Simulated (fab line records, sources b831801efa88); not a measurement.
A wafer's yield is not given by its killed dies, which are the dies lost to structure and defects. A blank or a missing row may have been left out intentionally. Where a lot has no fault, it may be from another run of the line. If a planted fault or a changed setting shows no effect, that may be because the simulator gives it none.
Which tool did it? -- flow gf180mcu -- 13 lots, 39 wafers sampled, at 4 steps of a route of 602

## WHAT THE GAUGES READ, wafer by wafer
GF_STI_THK_MEAS_04. Usual: STI_CVD_03_THK 206.9 nm, standard deviation 2.
lot,measured,on,STI_CVD_03_THK (nm),flag
L712,day 1 19:28,film metro-02,206.4 207.8 209.3,
L713,day 2 03:20,film metro-02,208.7 209.2 210.1,
L717,day 2 21:29,film metro-01,203.4 203.0 203.3,
L719,day 3 05:40,film metro-04,204.5 205.2 206.2,
L720,day 3 12:47,film metro-01,209.6 208.6 208.4,
L721,day 3 15:34,film metro-04,206.0 204.3 204.8,
L723,day 4 02:54,film metro-04,210.3 211.5 211.5,
L727,day 4 22:34,film metro-02,204.4 203.0 205.8,
L728,day 5 02:34,film metro-04,205.0 205.6 206.7,
L729,day 5 08:34,film metro-02,206.3 205.8 206.2,
L732,day 5 23:34,film metro-02,207.0 206.4 207.9,
L733,day 6 04:38,film metro-02,208.2 208.5 208.7,
L734,day 6 08:35,film metro-02,207.1 204.7 207.0,

GF_STI_THK_MEAS_24. Usual: STI_CVD_23_THK 647 nm, standard deviation 7.1.
lot,measured,on,STI_CVD_23_THK (nm),flag
L712,day 2 15:14,film metro-02,657 655 665,
L713,day 2 23:31,film metro-04,649 643 645,
L717,day 3 11:28,film metro-02,655 634 640,
L719,day 3 20:05,film metro-01,640 644 656,
L720,day 4 03:31,film metro-01,655 638 643,
L721,day 4 06:15,film metro-01,647 639 644,
L723,day 4 17:11,film metro-02,642 644 643,
L727,day 5 14:47,film metro-02,647 650 645,
L728,day 5 18:17,film metro-04,670 650 665,
L729,day 6 00:22,film metro-02,644 648 646,
L732,day 6 15:44,film metro-04,646 644 649,
L733,day 6 20:35,film metro-04,649 643 645,
L734,day 7 02:32,film metro-01,637 637 644,

GF_LVPWELL_OVL_MEAS_07. Usual: LVPWELL_OVL -0.8 nm, standard deviation 1.2.
lot,measured,on,LVPWELL_OVL (nm),flag
L712,day 4 16:26,overlay-02,-1.1 0.0 0.3,
L713,day 4 15:44,overlay-01,0.4 3.1 1.9,
L717,day 5 05:03,overlay-02,-0.3 -1.5 -0.5,
L719,day 5 15:20,overlay-01,-2.1 -1.6 0.2,
L720,day 5 23:56,overlay-01,-0.2 -2.2 -1.6,
L721,day 6 02:11,overlay-01,-1.3 -1.1 -0.6,
L723,day 6 15:31,overlay-01,1.1 0.4 1.3,
L727,day 7 13:42,overlay-02,-0.6 -0.1 0.5,
L728,day 7 18:05,overlay-01,-1.4 -2.9 -0.6,
L729,day 8 01:21,overlay-02,-1.1 -1.4 -1.4,
L732,day 8 19:02,overlay-01,-1.9 -0.6 -2.0,
L733,day 8 23:56,overlay-02,-0.3 -2.2 -0.3,
L734,day 9 04:56,overlay-01,-2.7 -2.8 -2.2,

## TOOL THAT RAN EACH LOT (tool first, then ch and the chambers of the sampled wafers, then the start)
lot,GF_NWELL_EXPOSE_04
L712,"iline stepper-02 ch 0, day 3 20:57"
L713,"iline stepper-01 ch 0, day 3 20:25"
L717,"iline stepper-02 ch 0, day 4 08:46"
L719,"iline stepper-02 ch 0, day 4 18:33"
L720,"iline stepper-01 ch 0, day 5 02:41"
L721,"iline stepper-02 ch 0, day 5 04:40"
L723,"iline stepper-02 ch 0, day 5 17:38"
L727,"iline stepper-02 ch 0, day 6 15:21"
L728,"iline stepper-02 ch 0, day 6 18:50"
L729,"iline stepper-02 ch 0, day 7 01:48"
L732,"iline stepper-01 ch 0, day 7 18:10"
L733,"iline stepper-01 ch 0, day 7 23:11"
L734,"iline stepper-01 ch 0, day 8 04:08"
- GF_NWELL_EXPOSE_04: exposes mask Nwell, target cd 860 nm.

## AS READ BY THE TOOLS THEMSELVES (means over the sampled wafers that have a number; for cases with no such wafer, the mark the record gives instead)
GF_NWELL_EXPOSE_04. Usual: reticle temp C 23.00 C, standard deviation 0.11; stage vel mm s 499.93 mm/s, standard deviation 0.28.
lot,tool,reticle temp C (C),stage vel mm s (mm/s),flag
L712,iline stepper-02,23.02,500.13,
L713,iline stepper-01,22.86,499.92,
L717,iline stepper-02,23.08,499.87,
L719,iline stepper-02,22.91,499.85,
L720,iline stepper-01,23.00,500.14,
L721,iline stepper-02,23.03,499.53,
L723,iline stepper-02,23.00,499.88,
L727,iline stepper-02,22.97,500.12,
L728,iline stepper-02,22.92,500.02,
L729,iline stepper-02,23.07,499.37,
L732,iline stepper-01,23.07,500.16,
L733,iline stepper-01,22.93,500.34,
L734,iline stepper-01,22.90,499.44,

## THE ANSWER, worked out from the rows above alone
Rule: take the mean of a lot's wafers that have a number; if it is more than 3 standard deviations from the usual mean, the lot is off. Also off: a lot with no number at a reading for which 4 or more lots have one. Where the step has rows for the other lots, those lots are counted as sound. The gauges are gone through in route order, then the tools' own readings, and for those a lot's mean is taken as printed above. The first step at which some lot is off is used, and at that step the reading that is off furthest; a lot without a number counts as furthest.
No lot is off at any reading shown: from this, nothing can be told.

## WHAT THE SIMULATOR HAD INSERTED
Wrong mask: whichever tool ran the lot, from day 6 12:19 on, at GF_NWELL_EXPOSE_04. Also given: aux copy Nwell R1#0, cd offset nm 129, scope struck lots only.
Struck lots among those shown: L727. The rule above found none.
